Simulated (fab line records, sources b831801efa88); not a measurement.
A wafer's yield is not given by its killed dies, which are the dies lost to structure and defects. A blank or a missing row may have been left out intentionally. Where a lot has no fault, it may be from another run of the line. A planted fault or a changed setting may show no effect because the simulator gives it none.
fab line records ; flow gf180mcu
record lots=11; wafers=33; last-day=34
route steps=602 shown CONTACT@303 M1@324
lots untouched by any fault: they come from a run of this same line in which no faults occurred
start-h: hours from the record's opening day to when the first of the lot's shown wafers began ; wait-h: hours since the lot's step before ; " same as the row above ; L1.1+2: one row covering several wafers at once ; - value missing, or start not given ; * or withheld: withheld ; < > ~ a bound
route shown NAME@n: a module of which the file shows steps, and the number in the route of the first ; usual: mean and standard deviation over wafers with no fault ; same: alike in all rows ; chamber/n: place in a boat ; sites: the reading at each site ; _std_site: their standard deviation ; _edge_site: inner sites' mean taken away from outer sites' mean ; radius-mm: for every site, how far away it sits from the centre of the wafer ; mask NAME#n: copy n ; behind: the last tool/chamber to shape the wafer ; hold: reason for holding the lot/hours on hold/outcome of the hold ; device: the n, p or np transistor that did not switch ; end of line: the route-end tests of the same wafers ; a step without rows: its recipe alone ; killed: count of dies lost to structure and defects at first sort (not the wafer's yield) ; map: shows each die of a wafer: x if killed, . if not, _ if none is there
set.NAME: the setting the step ran with; set.NAME@STEP: the setting that earlier step ran with ; model.NAME: the simulator's own value behind a step, which no gauge read
one table for each step of the route and one row for each wafer, over a sample of lots
services: a tool's chamber out of use, with start hour (start-h, from the record's first day; less than 0 if before it), hours out, and reason
## steps
# step GF_CONTACT_ETCH_16
# recipe chemistry=N2/H2; target-depth-a=withheld; overetch-a=withheld; time-s=withheld; target=BARC; ion-energy-ev=200; source-w=500; bias-w=100; pressure-mtorr=30; n2-flow-sccm=100; h2-flow-sccm=200
# usual chamber-pressure-mTorr=30.001/0.028; drypump-motor-current-A=5.6/0.56; oes-product-au=0.854/0.0045; throttle-valve-pct=13.226/0.009
lot.wafer;tool;chamber;start-h;wait-h;chamber-pressure-mTorr;drypump-motor-current-A;oes-product-au;throttle-valve-pct
L939.1;rie-diel-03;2;375.91;0.0;30.043;5.5;0.848;13.219
L939.3;rie-diel-03;0;375.91;0.0;30.026;4.8;0.863;13.223
L939.4;rie-diel-03;0;375.91;0.0;29.990;4.8;0.855;13.239
L940.2;rie-diel-03;3;388.01;0.0;30.013;6.2;0.855;13.241
L940.4;rie-diel-03;3;388.01;0.0;29.996;6.2;0.859;13.224
L940.6;rie-diel-03;2;388.01;0.0;30.005;5.5;0.849;13.217
L942.3;rie-diel-01;2;402.01;0.0;30.001;6.0;0.853;13.212
L942.4;rie-diel-01;3;402.01;0.0;30.016;6.4;0.851;13.231
L942.6;rie-diel-01;3;402.01;0.0;30.017;6.4;0.855;13.225
L946.3;rie-diel-03;3;435.65;0.0;29.983;6.2;0.849;13.214
L946.4;rie-diel-03;0;435.65;0.0;30.039;4.8;0.846;13.235
L946.6;rie-diel-03;1;435.65;0.0;29.969;6.5;0.855;13.223
L947.1;rie-diel-02;2;451.45;0.0;30.012;5.1;0.839;13.238
L947.3;rie-diel-02;3;451.45;0.0;29.999;6.1;0.859;13.225
L947.6;rie-diel-02;3;451.45;0.0;30.021;6.1;0.856;13.226
L948.3;rie-diel-03;1;455.81;0.0;29.983;6.5;0.856;13.221
L948.5;rie-diel-03;3;455.81;0.0;30.016;6.2;0.853;13.232
L948.6;rie-diel-03;2;455.81;0.0;30.044;5.5;0.855;13.217
L949.4;rie-diel-02;3;465.45;0.0;30.040;6.1;0.854;13.215
L949.5;rie-diel-02;1;465.45;0.0;30.025;5.2;0.850;13.218
L949.6;rie-diel-02;2;465.45;0.0;29.973;5.1;0.853;13.233
L952.2;rie-diel-02;2;489.25;0.0;29.977;5.1;0.855;13.224
L952.3;rie-diel-02;1;489.25;0.0;30.014;5.2;0.855;13.224
L952.6;rie-diel-02;2;489.25;0.0;29.995;5.1;0.860;13.236
L953.2;rie-diel-03;0;498.84;0.0;29.996;4.8;0.859;13.210
L953.4;rie-diel-03;2;498.84;0.0;29.955;5.5;0.860;13.218
L953.6;rie-diel-03;2;498.84;0.0;29.988;5.5;0.857;13.215
L959.2;rie-diel-01;2;545.85;0.0;29.989;6.0;0.854;13.221
L959.4;rie-diel-01;3;545.85;0.0;30.032;6.4;0.857;13.230
L959.5;rie-diel-01;3;545.85;0.0;29.957;6.4;0.854;13.252
L961.3;rie-diel-03;1;564.55;0.0;29.967;6.5;0.858;13.219
L961.4;rie-diel-03;0;564.55;0.0;30.025;4.9;0.854;13.208
L961.6;rie-diel-03;2;564.55;0.0;30.048;5.5;0.854;13.228
# step GF_CONTACT_SPUTTER_23
# recipe material=TiN; target-thk-nm=10; chamber-pressure-pa=4.816; power-w=4000; time-s=40
# usual throttle-valve-pct=30.1/0.7
lot.wafer;tool;chamber;start-h;wait-h;throttle-valve-pct
L939.1;pvd-sputter-01;-;376.44;0.0;30.1
L939.3;pvd-sputter-01;-;376.44;0.0;29.5
L939.4;pvd-sputter-01;-;376.44;0.0;29.8
L940.2;pvd-sputter-03;-;388.53;0.0;29.2
L940.4;pvd-sputter-03;-;388.53;0.0;29.2
L940.6;pvd-sputter-03;-;388.53;0.0;29.5
L942.3;pvd-sputter-02;-;402.53;0.0;31.0
L942.4;pvd-sputter-02;-;402.53;0.0;31.5
L942.6;pvd-sputter-02;-;402.53;0.0;29.5
L946.3;pvd-sputter-02;-;436.17;0.0;31.0
L946.4;pvd-sputter-02;-;436.17;0.0;29.5
L946.6;pvd-sputter-02;-;436.17;0.0;31.1
L947.1;pvd-sputter-02;-;451.99;0.0;29.3
L947.3;pvd-sputter-02;-;451.99;0.0;30.1
L947.6;pvd-sputter-02;-;451.99;0.0;31.5
L948.3;pvd-sputter-01;-;456.33;0.0;30.2
L948.5;pvd-sputter-01;-;456.33;0.0;29.6
L948.6;pvd-sputter-01;-;456.33;0.0;30.2
L949.4;pvd-sputter-02;-;465.98;0.0;29.9
L949.5;pvd-sputter-02;-;465.98;0.0;29.1
L949.6;pvd-sputter-02;-;465.98;0.0;30.9
L952.2;pvd-sputter-02;-;489.78;0.0;30.9
L952.3;pvd-sputter-02;-;489.78;0.0;31.7
L952.6;pvd-sputter-02;-;489.78;0.0;30.2
L953.2;pvd-sputter-02;-;499.37;0.0;29.4
L953.4;pvd-sputter-02;-;499.37;0.0;30.2
L953.6;pvd-sputter-02;-;499.37;0.0;30.8
L959.2;pvd-sputter-01;-;546.37;0.0;29.6
L959.4;pvd-sputter-01;-;546.37;0.0;29.4
L959.5;pvd-sputter-01;-;546.37;0.0;29.7
L961.3;pvd-sputter-02;-;565.08;0.0;30.4
L961.4;pvd-sputter-02;-;565.08;0.0;29.3
L961.6;pvd-sputter-02;-;565.08;0.0;30.4
# step GF_CONTACT_CVD_24
# recipe material=W; target-thk-nm=300; time-s=90.339; temp-c=400; pressure-torr=40
# usual heater-power-w=891/42
lot.wafer;tool;chamber;start-h;wait-h;heater-power-w
L939.1;cvd-w-02;1;376.48;0.0;834
L939.3;cvd-w-02;0;376.48;0.0;897
L939.4;cvd-w-02;1;376.48;0.0;832
L940.2;cvd-w-01;1;388.57;0.0;879
L940.4;cvd-w-01;0;388.57;0.0;949
L940.6;cvd-w-01;0;388.57;0.0;947
L942.3;cvd-w-02;1;402.60;0.1;853
L942.4;cvd-w-02;0;402.60;0.1;922
L942.6;cvd-w-02;0;402.60;0.1;918
L946.3;cvd-w-01;0;436.24;0.1;933
L946.4;cvd-w-01;1;436.24;0.1;867
L946.6;cvd-w-01;0;436.24;0.1;906
L947.1;cvd-w-02;0;452.03;0.0;908
L947.3;cvd-w-02;0;452.03;0.0;930
L947.6;cvd-w-02;0;452.03;0.0;930
L948.3;cvd-w-01;0;456.40;0.1;929
L948.5;cvd-w-01;0;456.40;0.1;915
L948.6;cvd-w-01;1;456.40;0.1;827
L949.4;cvd-w-01;1;466.05;0.1;862
L949.5;cvd-w-01;0;466.05;0.1;943
L949.6;cvd-w-01;1;466.05;0.1;856
L952.2;cvd-w-01;1;489.81;0.0;855
L952.3;cvd-w-01;1;489.81;0.0;842
L952.6;cvd-w-01;1;489.81;0.0;839
L953.2;cvd-w-02;0;499.41;0.0;936
L953.4;cvd-w-02;1;499.41;0.0;857
L953.6;cvd-w-02;0;499.41;0.0;923
L959.2;cvd-w-01;0;546.41;0.0;920
L959.4;cvd-w-01;1;546.41;0.0;854
L959.5;cvd-w-01;1;546.41;0.0;852
L961.3;cvd-w-01;0;565.16;0.1;924
L961.4;cvd-w-01;1;565.16;0.1;838
L961.6;cvd-w-01;0;565.16;0.1;911
# step GF_M1_COAT_09
# recipe resist=KrF; spin-rpm=withheld; resist-thk-nm=1000
lot.wafer;tool;chamber;start-h;wait-h
L939.1+3+4;litho-track-02;0;388.15;0.1
L940.2+4+6;litho-track-02;0;400.82;0.1
L942.3+4+6;litho-track-03;0;415.25;0.1
L946.3+4+6;litho-track-03;0;449.20;0.1
L947.1+3+6;litho-track-01;0;465.17;0.1
L948.3+5+6;litho-track-03;0;469.10;0.1
L949.4+5+6;litho-track-01;0;478.89;0.1
L952.2+3+6;litho-track-03;0;502.08;0.1
L953.2+4+6;litho-track-03;0;511.83;0.1
L959.2+4+5;litho-track-01;0;557.89;0.1
L961.3+4+6;litho-track-01;0;576.42;0.1
# step GF_M1_CD_MEAS_14
# recipe target-cd-nm=230
# usual cd-nm=230.1/1.2
lot.wafer;tool;chamber;start-h;wait-h;cd-nm
L939.1;cd-sem-02;-;399.60;0.1;230.6
L939.3;cd-sem-02;-;399.60;0.1;230.2
L939.4;cd-sem-02;-;399.60;0.1;229.6
L940.2;cd-sem-01;-;412.62;0.1;231.3
L940.4;cd-sem-01;-;412.62;0.1;230.3
L940.6;cd-sem-01;-;412.62;0.1;231.5
L942.3;cd-sem-01;-;427.39;0.1;228.9
L942.4;cd-sem-01;-;427.39;0.1;229.1
L942.6;cd-sem-01;-;427.39;0.1;229.1
L946.3;cd-sem-02;-;461.41;0.1;229.2
L946.4;cd-sem-02;-;461.41;0.1;229.8
L946.6;cd-sem-02;-;461.41;0.1;228.7
L947.1;cd-sem-01;-;477.32;0.1;230.2
L947.3;cd-sem-01;-;477.32;0.1;230.5
L947.6;cd-sem-01;-;477.32;0.1;230.4
L948.3;cd-sem-01;-;481.66;0.1;227.9
L948.5;cd-sem-01;-;481.66;0.1;227.3
L948.6;cd-sem-01;-;481.66;0.1;226.9
L949.4;cd-sem-02;-;491.11;0.1;230.7
L949.5;cd-sem-02;-;491.11;0.1;229.4
L949.6;cd-sem-02;-;491.11;0.1;229.9
L952.2;cd-sem-01;-;513.52;0.1;240.3
L952.3;cd-sem-01;-;513.52;0.1;239.3
L952.6;cd-sem-01;-;513.52;0.1;239.4
L953.2;cd-sem-01;-;523.97;0.1;240.9
L953.4;cd-sem-01;-;523.97;0.1;240.5
L953.6;cd-sem-01;-;523.97;0.1;239.8
L959.2;cd-sem-02;-;569.27;0.1;229.0
L959.4;cd-sem-02;-;569.27;0.1;228.4
L959.5;cd-sem-02;-;569.27;0.1;229.6
L961.3;cd-sem-01;-;587.19;0.1;230.5
L961.4;cd-sem-01;-;587.19;0.1;231.0
L961.6;cd-sem-01;-;587.19;0.1;232.8
# step GF_M1_STRIP_17
# recipe chemistry=O2/N2; power-w=1400; pressure-mtorr=1500; platen-temp-c=250; o2-flow-sccm=3000; n2-flow-sccm=300; overash-fraction=0.5
# usual chamber-pressure-mTorr=1500.1/1.4; drypump-motor-current-A=6.18/0.29; heater-power-w=339/57; oes-product-au=0.538/0.0047; strip-time-to-endpoint-s=7.39/0.054
lot.wafer;tool;chamber;start-h;wait-h;chamber-pressure-mTorr;drypump-motor-current-A;heater-power-w;oes-product-au;rf-hours-counter-h;strip-time-to-endpoint-s
L939.1;plasma-asher-03;1;399.88;0.1;1500.8;6.11;296;0.542;59;7.32
L939.3;plasma-asher-03;0;399.88;0.1;1501.6;6.56;305;0.535;-;7.35
L939.4;plasma-asher-03;1;399.88;0.1;1497.9;6.12;295;0.537;-;7.35
L940.2;plasma-asher-03;0;412.89;0.1;1501.0;6.57;304;0.535;61;7.37
L940.4;plasma-asher-03;0;412.89;0.1;1501.9;6.57;304;0.541;-;7.37
L940.6;plasma-asher-03;1;412.89;0.1;1504.0;6.19;302;0.533;-;7.38
L942.3;plasma-asher-01;1;427.67;0.1;1497.6;5.62;321;0.545;-;7.46
L942.4;plasma-asher-01;0;427.67;0.1;1501.4;6.27;317;0.541;-;7.47
L942.6;plasma-asher-01;1;427.67;0.1;1498.5;5.62;318;0.539;-;7.50
L946.3;plasma-asher-04;1;461.82;0.2;1498.7;6.26;352;0.541;-;7.36
L946.4;plasma-asher-04;0;461.82;0.2;1500.9;5.97;471;0.529;-;7.32
L946.6;plasma-asher-04;0;461.82;0.2;1501.5;5.98;466;0.539;-;7.32
L947.1;plasma-asher-04;1;477.73;0.2;1498.8;6.30;358;0.538;85;7.37
L947.3;plasma-asher-04;0;477.73;0.2;1499.6;6.01;464;0.531;-;7.37
L947.6;plasma-asher-04;1;477.73;0.2;1501.6;6.28;350;0.539;-;7.39
L948.3;plasma-asher-01;0;481.94;0.1;1498.9;6.26;311;0.541;-;7.29
L948.5;plasma-asher-01;1;481.94;0.1;1498.9;5.61;320;0.526;-;7.26
L948.6;plasma-asher-01;0;481.94;0.1;1499.4;6.25;317;0.537;-;7.26
L949.4;plasma-asher-03;0;491.37;0.1;1501.3;6.57;308;0.543;-;7.41
L949.5;plasma-asher-03;1;491.37;0.1;1501.0;6.10;299;0.538;-;7.42
L949.6;plasma-asher-03;0;491.37;0.1;1499.4;6.56;316;0.540;-;7.42
L952.2;plasma-asher-03;0;513.79;0.1;1500.8;6.55;305;0.653;71;10.25
L952.3;plasma-asher-03;0;513.79;0.1;1502.0;6.57;308;0.660;-;10.24
L952.6;plasma-asher-03;1;513.79;0.1;1498.1;6.10;303;0.658;-;10.18
L953.2;plasma-asher-04;1;524.23;0.1;1499.8;6.25;351;0.661;90;10.18
L953.4;plasma-asher-04;0;524.23;0.1;1500.4;5.97;455;0.648;-;10.20
L953.6;plasma-asher-04;0;524.23;0.1;1500.3;5.98;475;0.655;-;10.22
L959.2;plasma-asher-04;1;569.53;0.1;1500.8;6.26;344;0.531;94;7.39
L959.4;plasma-asher-04;1;569.53;0.1;1498.0;6.23;349;0.536;-;7.38
L959.5;plasma-asher-04;1;569.53;0.1;1499.5;6.24;354;0.550;-;7.38
L961.3;plasma-asher-03;0;587.47;0.1;1499.3;6.57;312;0.532;-;7.37
L961.4;plasma-asher-03;1;587.47;0.1;1500.3;6.19;297;0.541;-;7.44
L961.6;plasma-asher-03;0;587.47;0.1;1499.3;6.57;310;0.535;-;7.44
## services
tool;chamber;start-h;hours;kind
rie-diel-01;2;361.01;3.9;repair
pvd-sputter-02;-;364.88;1.0;repair
plasma-asher-03;-;373.55;3.1;repair
rie-diel-03;1;374.85;-;clean
plasma-asher-01;-;382.31;1.6;repair
plasma-asher-04;-;388.44;21.9;repair
cvd-w-01;-;390.00;14.0;pm
cvd-w-01;0;390.00;14.0;vent-cycle
cvd-w-01;1;390.00;14.0;vent-cycle
cvd-w-01;-;404.00;28.1;pm
cvd-w-01;0;404.00;-;clean
cvd-w-01;1;404.00;-;clean
rie-diel-03;1;419.24;5.7;repair
pvd-sputter-02;-;437.09;8.5;repair
rie-diel-03;-;470.38;28.1;pm
rie-diel-02;2;497.21;2.7;repair
rie-diel-01;-;497.36;2.8;pm
cvd-w-01;-;501.24;2.8;pm
plasma-asher-03;-;515.26;2.1;repair
rie-diel-03;-;539.44;0.1;repair
rie-diel-01;0;548.26;10.9;repair
plasma-asher-04;-;557.86;10.0;repair
cvd-w-01;-;567.49;0.4;repair
pvd-sputter-01;-;586.78;4.7;repair
## key
first-sign step=GF_M1_CD_MEAS_14; reading=cd-nm; direction=up; sigmas=8.2; usual=230.1; struck=240.0
effect step=GF_M1_STRIP_17; reading=strip-time-to-endpoint-s; direction=up; sigmas=53; usual=*; struck=*
met-at GF_M1_COAT_09
struck-lots L952,L953
not-acting-at GF_CONTACT_ETCH_16,GF_CONTACT_SPUTTER_23,GF_CONTACT_CVD_24
onset-between 469.10 502.08
fault kind=process-parameter-drift; tool=litho-track-03; chamber=-; onset-h=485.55; steps=GF_M1_COAT_09; channel=resist-thk-nm; offset=*; shape=step; end-h=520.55; acts-in=*; stated=*
